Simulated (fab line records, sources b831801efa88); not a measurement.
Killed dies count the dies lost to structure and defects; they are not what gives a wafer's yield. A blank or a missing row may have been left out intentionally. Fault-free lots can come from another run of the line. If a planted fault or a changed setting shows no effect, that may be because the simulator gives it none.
Shared-tool check ; flow gf180mcu ; 44 wafers sampled across 13 lots

## WHY THIS WAS OPENED
2 of 13 lots carry a flag on the reading V1_W_RS at GF_V1_RS_MEAS_24. Fault-free wafers read 0.328 ohm/sq, with a standard deviation of 0.0043.
Rule: flag the lot when none of its wafers has a number, or when each of its wafers that has one lies beyond 4 standard deviations from that mean. All remaining lots are regarded as sound.

lot;measured;on;V1_W_RS (ohm/sq), wafer by wafer;flag
L139;day 18 14:37;film metro-01;0.329 0.329 0.333;
L140;day 19 03:23;film metro-02;0.327 0.328 0.326;
L142;day 19 16:58;film metro-02;0.328 0.330 0.325;
L144;day 21 07:35;film metro-01;0.324 0.328 0.328;
L145;day 21 09:31;film metro-01;0.327 0.327 0.324;
L146;day 21 22:07;film metro-01;0.330 0.330 0.334;
L147;day 22 19:35;film metro-02;0.329 0.316 0.325;
L148;day 23 06:19;film metro-01;0.332 0.331;
L150;day 23 18:49;film metro-04;0.334 0.327 0.329;
L149;day 23 18:50;film metro-01;0.331 0.326 0.334;
L153;day 24 00:03;film metro-01;0.186 0.188 0.189 0.186 0.188 0.190;FLAGGED
L152;day 24 01:47;film metro-02;0.188 0.188 0.186 0.189 0.188 0.185;FLAGGED
L154;day 24 09:19;film metro-01;0.322 0.328 0.323;
The numbers of the flagged lots are 0.188 ohm/sq on average: -0.140 ohm/sq against the usual, or -33 standard deviations.

## WHICH TOOL EACH LOT WENT THROUGH
Before the reading, the record contains 2 process steps out of a 602-step route. Each cell gives the tool, then ch followed by the chambers the sampled wafers passed through, then the start.
lot;flag;GF_V1_ETCH_16;GF_V1_CVD_23
L139;;rie diel-03 ch 0,1,3, day 18 13:43;cvd w-01 ch 0,1, day 18 14:29
L140;;rie diel-01 ch 0,1,2, day 19 02:29;cvd w-02 ch 1, day 19 03:17
L142;;rie diel-01 ch 1,2,3, day 19 16:04;cvd w-02 ch 0,1, day 19 16:50
L144;;rie diel-01 ch 0,1, day 21 06:34;cvd w-01 ch 0,1, day 21 07:28
L145;;rie diel-03 ch 0,1,2, day 21 08:37;cvd w-01 ch 1, day 21 09:25
L146;;rie diel-01 ch 0,1,2, day 21 21:07;cvd w-02 ch 0, day 21 21:53
L147;;rie diel-01 ch 1,3, day 22 18:41;cvd w-02 ch 0,1, day 22 19:27
L148;;rie diel-01 ch 3, day 23 05:22;cvd w-02 ch 0, day 23 06:11
L150;;rie diel-03 ch 0,2, day 23 17:56;cvd w-02 ch 0,1, day 23 18:42
L149;;rie diel-01 ch 2,3, day 23 17:55;cvd w-01 ch 0,1, day 23 18:43
L153;FLAGGED;rie diel-02 ch 0,1, day 23 23:10;cvd w-02 ch 0,1, day 23 23:56
L152;FLAGGED;rie diel-01 ch 0,1,2, day 24 00:52;cvd w-02 ch 0,1, day 24 01:40
L154;;rie diel-02 ch 1,3, day 24 08:22;cvd w-01 ch 0,1, day 24 09:13
What is done by these steps:
- GF_V1_ETCH_16: etches BARC in N2/H2.
- GF_V1_CVD_23: deposits W, target thk 350 nm, time 105.05 s.
- GF_V1_RS_MEAS_24: measures by four-point-probe.

## FLAGGED AGAINST TOTAL, ONE TOOL AT A TIME (gauges that did the reading follow at the end)
step;tool;lots run;flagged;share of the flagged lots;sound lots run after its first flagged lot
GF_V1_ETCH_16;rie diel-01;8;1;some;0
GF_V1_ETCH_16;rie diel-02;2;1;some;1 (L154)
GF_V1_ETCH_16;rie diel-03;3;0;none;-
GF_V1_CVD_23;cvd w-01;5;0;none;-
GF_V1_CVD_23;cvd w-02;8;2;all;0
GF_V1_RS_MEAS_24;film metro-01;8;1;some;1 (L154)
GF_V1_RS_MEAS_24;film metro-02;4;1;some;0
GF_V1_RS_MEAS_24;film metro-04;1;0;none;-

## THE TABLE: WHAT IT ALLOWS
In the table, 1 row covers all flagged lots: cvd w-02 at GF_V1_CVD_23.
- cvd w-02 at GF_V1_CVD_23 ran 8 lots, 2 of them flagged. A fault beginning between L150 (day 23 18:42), its last sound lot, and L153 (day 23 23:56), its first flagged one, fits the data.
Left over: one tool, cvd w-02 at GF_V1_CVD_23.

## WHAT THE SIMULATOR HAD PUT IN
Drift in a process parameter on cvd w-02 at GF_V1_CVD_23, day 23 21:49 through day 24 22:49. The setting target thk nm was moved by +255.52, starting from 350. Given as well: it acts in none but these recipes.
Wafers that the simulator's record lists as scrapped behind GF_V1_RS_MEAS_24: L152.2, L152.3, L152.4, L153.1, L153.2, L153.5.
Struck lots among those shown: L153, L152. The rule given above showed the same thing.
